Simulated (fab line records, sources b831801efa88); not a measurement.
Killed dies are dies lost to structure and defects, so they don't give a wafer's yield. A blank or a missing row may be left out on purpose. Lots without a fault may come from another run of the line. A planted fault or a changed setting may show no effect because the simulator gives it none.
Problem report in the 8D (eight disciplines) form, filled by code | flow sky130 | the parts of the form that need people (team, actions taken, sign-off) are left out

1. THE PROBLEM
developer_temp_C at SKY_SD_P_DEVELOP_06 reads a mean of 20.71 C on 6 wafers of 2 lots; wafers without a fault read 23.00 C with a standard deviation of 0.11. That is -21 standard deviations from the usual mean.
The step: develop time 60 s.
First seen on wafer L137.1, day 27 15:32, on litho_track-03. The record holds 18 wafers of 6 lots with a number at this step. Rule for "out", or "out of limits": more than 4 standard deviations from the usual mean. The other wafers with a number count as sound.

2. WHAT IT IS AND WHAT IT IS NOT
question                    | is                     | is not
which readings at this step | developer_temp_C       | exhaust_pa
which lots                  | L137, L138             | L134, L148, L153, L155
which wafers of those lots  | all that have a number | -
read on which tools         | litho_track-03         | litho_track-01, litho_track-04
when                        | from day 27 15:32      | up to then (3 sound wafers); but 9 sound wafers of L148, L153, L155 came after

3. SUSPECTS, AND WHAT RULES EACH OUT
Counting: a tool at a process step up to the reading stays a suspect if it ran every lot that is out and no sound lot after the first of them.
- rie_diel-04 at SKY_POLY_CUT_ETCH_10 (etches BARC in N2/H2, stops on SiO2, time 45.9 s, target depth 60 nm): ruled out as a lasting fault. Sound lots L155 ran on it after its first lot that is out, L137 (day 26 11:02).
- rie_diel-04 at SKY_POLY_CUT_ETCH_11 (etches Si3N4 in CF4/CH2F2/Ar, stops on poly-Si, time 42.5 s, target depth 60 nm): ruled out as a lasting fault. Sound lots L155 ran on it after its first lot that is out, L137 (day 26 11:05).
- litho_track-03 at SKY_SD_P_DEVELOP_06 (develop time 60 s): kept. It ran every lot that is out, first L137 (day 27 15:32), and no sound lot after that; its last sound lot up to then is L134 (day 26 00:24). Its own readings are out on those wafers: developer_temp_C.
Left after counting: litho_track-03 at SKY_SD_P_DEVELOP_06.

4. THE CAUSE (what the simulator had put in)
Process parameter drift: litho_track-03, from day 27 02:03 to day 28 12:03, at SKY_SD_P_DEVELOP_06. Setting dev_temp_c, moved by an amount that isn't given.
Counting left only this tool.

5. THE CHAIN OF EFFECTS, in route order
Each row: a reading whose mean over the struck wafers that have a number lies more than 3 standard deviations from the usual. Only readings for which the record gives a usual standard deviation are gone through. hours: the time from each lot's start at the first step in this table that gives one to its start at this step, as a median over the lots. sigmas: the change in usual standard deviations.
hours | step                | reading          | usual   | on struck wafers | change | sigmas
0     | SKY_SD_P_DEVELOP_06 | developer_temp_C | 23.00 C | 20.71            | -2.29  | -21
The process steps in it:
- SKY_SD_P_DEVELOP_06: develop time 60 s.
Later measuring or inspecting steps at which every struck wafer that the step has a row for has a number for every such reading, and none has moved that far: SKY_SD_P_CD_MEAS_07.

6. WHAT WOULD HAVE CAUGHT IT SOONER
In this record the first reading out of limits was taken at day 27 15:32, 13 hours after the fault began at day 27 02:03.
